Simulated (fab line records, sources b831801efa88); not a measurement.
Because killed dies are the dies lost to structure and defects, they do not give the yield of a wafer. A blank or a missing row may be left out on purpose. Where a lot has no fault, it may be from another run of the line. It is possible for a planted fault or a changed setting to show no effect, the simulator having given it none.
Which of the tools did it? ; flow sky130 ; 24 lots with 72 wafers sampled at 5 steps, on a route of 708 steps

== WHAT THE GAUGES SHOWED, per wafer ==
SKY_VT_ADJUST_HVTR_OVL_MEAS_08. Usual: for VT_ADJUST_HVTR_OVL the level is 0.3 nm and the standard deviation is 1.3.
lot;measured;on;VT_ADJUST_HVTR_OVL (nm);flag
L074;day 9 06:50;overlay-01;0.3 -0.2 0.2;
L075;day 9 20:14;overlay-02;-2.1 0.4 0.5;
L076;day 9 23:53;overlay-02;0.8 1.3 1.2;
L077;day 10 08:25;overlay-01;-1.8 -1.7 -1.7;
L078;day 10 12:41;overlay-02;-1.2 1.5 1.3;
L080;day 11 07:20;overlay-02;2.9 -0.3 1.6;
L079;day 11 08:29;overlay-01;0.7 -0.8 -1.1;
L081;day 11 16:17;overlay-02;0.6 0.2 -1.5;
L082;day 11 22:22;overlay-02;-1.7 -1.6 -1.7;
L083;day 12 06:53;overlay-02;0.6 3.4 0.1;
L084;day 12 10:59;overlay-02;2.4 2.4 2.6;
L085;day 12 22:58;overlay-02;1.9 3.5 1.3;
L086;day 13 04:39;overlay-01;-0.2 1.3 0.7;
L087;day 13 10:04;overlay-01;0.3 1.9 -0.6;
L088;day 13 16:38;overlay-01;-0.2 1.3 1.1;
L089;day 14 00:29;overlay-01;-0.9 -0.3 -1.1;
L090;day 14 07:47;overlay-01;0.0 1.6 1.0;
L091;day 14 15:14;overlay-01;1.4 0.3 2.8;
L092;day 14 22:55;overlay-02;-1.3 2.2 1.6;
L093;day 15 08:58;overlay-02;0.9 2.2 0.3;
L094;day 15 15:28;overlay-01;0.9 2.3 1.6;
L095;day 15 21:19;overlay-02;-1.2 -1.1 -0.7;
L096;day 16 03:29;overlay-01;-0.7 -1.4 -0.7;
L097;day 16 11:07;overlay-02;0.6 -0.3 -1.9;

SKY_SD_N_RS_MEAS_18: measures by four-point-probe. Usual: for RES_XHIGH_RS the level is 333.3 ohm/sq and the standard deviation is 1.2.
lot;measured;on;RES_XHIGH_RS (ohm/sq);flag
L074;day 27 15:49;film metro-02;332.8 334.0 333.6;
L075;day 28 07:41;film metro-04;334.1 333.2 334.5;
L076;day 28 11:19;film metro-01;332.1 331.9 332.3;
L077;day 29 03:14;film metro-01;333.5 333.1 333.1;
L078;day 29 07:34;film metro-04;333.9 333.9 334.2;
L080;day 29 23:50;film metro-02;335.0 333.7 333.6;
L079;day 30 07:29;film metro-04;334.4 335.7 334.6;
L081;day 30 14:56;film metro-04;331.5 331.1 331.9;
L082;day 30 20:46;film metro-02;334.7 334.0 333.8;
L083;day 31 06:53;film metro-02;332.9 333.3 332.7;
L084;day 31 13:23;film metro-02;332.3 331.4 332.7;
L085;day 31 17:31;film metro-02;334.9 335.5 335.1;
L086;day 32 04:06;film metro-02;332.4 331.4 332.4;
L087;day 32 10:05;film metro-02;334.9 333.5 334.6;
L088;day 32 20:53;film metro-01;335.3 335.5 334.6;
L089;day 33 01:47;film metro-04;331.6 332.5 333.0;
L090;day 33 08:31;film metro-01;334.0 332.3 334.3;
L091;day 33 17:25;film metro-04;334.0 334.0 334.6;
L092;day 34 02:01;film metro-01;331.3 332.5 332.4;
L093;day 34 07:34;film metro-04;334.5 332.6 332.4;
L094;day 34 21:49;film metro-01;334.3 335.3 334.3;
L095;day 35 00:26;film metro-04;332.9 333.5 331.8;
L096;day 35 03:41;film metro-01;331.8 331.9 331.7;
L097;day 35 08:40;film metro-01;332.9 333.3 333.2;

SKY_LOCAL_INTERCONNECT_OVL_MEAS_12. Usual: for LOCAL_INTERCONNECT_OVL the level is -3 nm and the standard deviation is 4.6.
lot;measured;on;LOCAL_INTERCONNECT_OVL (nm);flag
L074;day 30 02:25;overlay-02;-9 1 -7;
L075;day 30 17:35;overlay-02;-6 -8 -2;
L076;day 30 21:41;overlay-02;-10 -8 -5;
L077;day 31 13:20;overlay-01;-4 -3 -10;
L078;day 31 18:46;overlay-02;-3 -14 -7;
L080;day 32 09:14;overlay-01;2 0 0;
L079;day 32 19:20;overlay-02;0 -6 -3;
L081;day 33 00:47;overlay-02;-9 -3 1;
L082;day 33 05:50;overlay-02;-1 6 0;
L083;day 33 15:29;overlay-02;-8 -12 -1;
L084;day 33 20:56;overlay-02;-7 -9 -2;
L085;day 34 01:07;overlay-01;-4 14 7;
L086;day 34 11:02;overlay-01;3 -8 -3;
L087;day 34 16:47;overlay-02;1 -4 -6;
L088;day 35 03:37;overlay-01;-2 -8 -4;
L089;day 35 10:06;overlay-01;-5 0 -10;
L090;day 35 15:58;overlay-01;-6 -5 -6;
L091;day 36 00:38;overlay-01;1 0 0;
L092;day 36 10:05;overlay-01;-1 -1 -1;
L093;day 36 14:38;overlay-02;1 6 -10;
L094;day 37 03:56;overlay-02;-14 -7 -8;
L095;day 37 07:32;overlay-02;0 -3 -7;
L096;day 37 09:19;overlay-01;-3 -6 -11;
L097;day 37 14:31;overlay-01;-5 2 3;

== WHICH TOOL RAN EACH LOT (tool, then ch and the chambers of the sampled wafers, then the start) ==
lot;SKY_POLY_GATE_ETCH_16;SKY_LI_CONTACT_SPUTTER_19
L074;rie diel-04 ch 0,2,3, day 16 01:35;pvd sputter-03, day 28 21:16
L075;rie diel-01 ch 0,2,3, day 16 21:15;pvd sputter-02, day 29 12:38
L076;rie diel-04 ch 0,3, day 16 22:15;pvd sputter-03, day 29 17:01
L077;rie diel-03 ch 1,2,3, day 17 12:06;pvd sputter-02, day 30 08:41
L078;rie diel-03 ch 2,3, day 17 17:02;pvd sputter-03, day 30 13:12
L080;rie diel-03 ch 0,1,2, day 18 13:09;pvd sputter-03, day 31 05:23
L079;rie diel-03 ch 0,2,3, day 18 17:36;pvd sputter-02, day 31 15:56
L081;rie diel-03 ch 0,1,2, day 19 05:51;pvd sputter-04, day 31 20:20
L082;rie diel-03 ch 0,2, day 19 09:57;pvd sputter-04, day 32 01:44
L083;rie diel-01 ch 0,3, day 19 22:54;pvd sputter-03, day 32 11:32
L084;rie diel-03 ch 0,3, day 20 04:27;pvd sputter-04, day 32 17:26
L085;rie diel-03 ch 0,1,3, day 20 13:54;pvd sputter-04, day 32 21:37
L086;rie diel-01 ch 0,1,3, day 20 23:27;pvd sputter-04, day 33 07:41
L087;rie diel-01 ch 1,3, day 21 06:21;pvd sputter-04, day 33 13:32
L088;rie diel-04 ch 0,1,3, day 21 16:51;pvd sputter-02, day 34 00:39
L089;rie diel-04 ch 2,3, day 21 20:39;pvd sputter-02, day 34 05:42
L090;rie diel-04 ch 1,3, day 22 07:18;pvd sputter-03, day 34 11:50
L091;rie diel-01 ch 0,3, day 22 16:59;pvd sputter-03, day 34 21:08
L092;rie diel-04 ch 0,1,2, day 23 02:51;pvd sputter-02, day 35 06:10
L093;rie diel-04 ch 0,3, day 23 11:35;pvd sputter-03, day 35 11:18
L094;rie diel-04 ch 0,2, day 24 01:00;pvd sputter-03, day 36 01:29
L095;rie diel-04 ch 0,1,2, day 24 03:43;pvd sputter-02, day 36 04:16
L096;rie diel-03 ch 1,2,3, day 24 08:18;pvd sputter-03, day 36 07:16
L097;rie diel-04 ch 0,2, day 24 14:14;pvd sputter-03, day 36 11:59
- SKY_POLY_GATE_ETCH_16: etches Si3N4 in CH3F/O2, stops on poly-Si, time 147.5 s, target depth 75 nm.
- SKY_LI_CONTACT_SPUTTER_19: material Ti, target thk 20 nm, time 106.37 s.

== AS READ BY THE TOOLS THEMSELVES (means over the sampled wafers that have a number; for cases with no such wafer, the mark the record gives instead) ==
SKY_POLY_GATE_ETCH_16. Usual: drypump motor current A 5.6 A, standard deviation 0.5; oes product au 0.641 a.u., standard deviation 0.0053; throttle valve pct 10.534 %, standard deviation 0.0086.
lot;tool;drypump motor current A (A);oes product au (a.u.);throttle valve pct (%);flag
L074;rie diel-04;5.2;0.639;10.533;
L075;rie diel-01;5.7;0.642;10.528;
L076;rie diel-04;5.3;0.640;10.534;
L077;rie diel-03;5.4;0.641;10.541;
L078;rie diel-03;5.9;0.640;10.537;
L080;rie diel-03;5.7;0.637;10.528;
L079;rie diel-03;5.9;0.641;10.523;
L081;rie diel-03;5.7;0.649;10.536;
L082;rie diel-03;6.1;0.634;10.535;
L083;rie diel-01;5.9;0.641;10.525;
L084;rie diel-03;5.9;0.639;10.538;
L085;rie diel-03;5.4;0.635;10.531;
L086;rie diel-01;6.0;0.639;10.533;
L087;rie diel-01;5.9;0.640;10.531;
L088;rie diel-04;5.6;0.640;10.533;
L089;rie diel-04;5.2;0.643;10.532;
L090;rie diel-04;5.7;0.640;10.537;
L091;rie diel-01;5.9;0.639;10.532;
L092;rie diel-04;5.4;0.641;10.540;
L093;rie diel-04;5.1;0.643;10.534;
L094;rie diel-04;5.0;0.642;10.527;
L095;rie diel-04;5.5;0.644;10.538;
L096;rie diel-03;5.4;0.635;10.543;
L097;rie diel-04;5.1;0.642;10.542;

SKY_LI_CONTACT_SPUTTER_19. Usual: throttle valve pct at 30.3 %, with a standard deviation of 0.69.
lot;tool;throttle valve pct (%);flag
L074;pvd sputter-03;30.2;
L075;pvd sputter-02;29.3;
L076;pvd sputter-03;30.2;
L077;pvd sputter-02;29.2;
L078;pvd sputter-03;30.8;
L080;pvd sputter-03;30.7;
L079;pvd sputter-02;29.8;
L081;pvd sputter-04;30.2;
L082;pvd sputter-04;30.2;
L083;pvd sputter-03;30.5;
L084;pvd sputter-04;30.1;
L085;pvd sputter-04;30.6;
L086;pvd sputter-04;30.4;
L087;pvd sputter-04;30.3;
L088;pvd sputter-02;29.7;
L089;pvd sputter-02;29.6;
L090;pvd sputter-03;31.0;
L091;pvd sputter-03;30.6;
L092;pvd sputter-02;29.6;
L093;pvd sputter-03;30.6;
L094;pvd sputter-03;30.0;
L095;pvd sputter-02;30.1;
L096;pvd sputter-03;30.4;
L097;pvd sputter-03;30.5;

== THE ANSWER, worked out from the rows above alone ==
Rule: lot off if the mean of its wafers having a number is beyond 3 standard deviations from the usual mean. Also off: a lot with no number at a reading for which 4 or more lots have one. Any other lot the step has rows for is counted as sound. The gauges are gone through in route order, then the tools' own readings, and for those a lot's mean is taken as printed above. The first step at which some lot is off is used, and at that step the reading that is off furthest; a lot without a number counts as furthest.
No lot is off on any of the readings shown, so nothing can be concluded from this.

== WHAT THE SIMULATOR PUT IN ==
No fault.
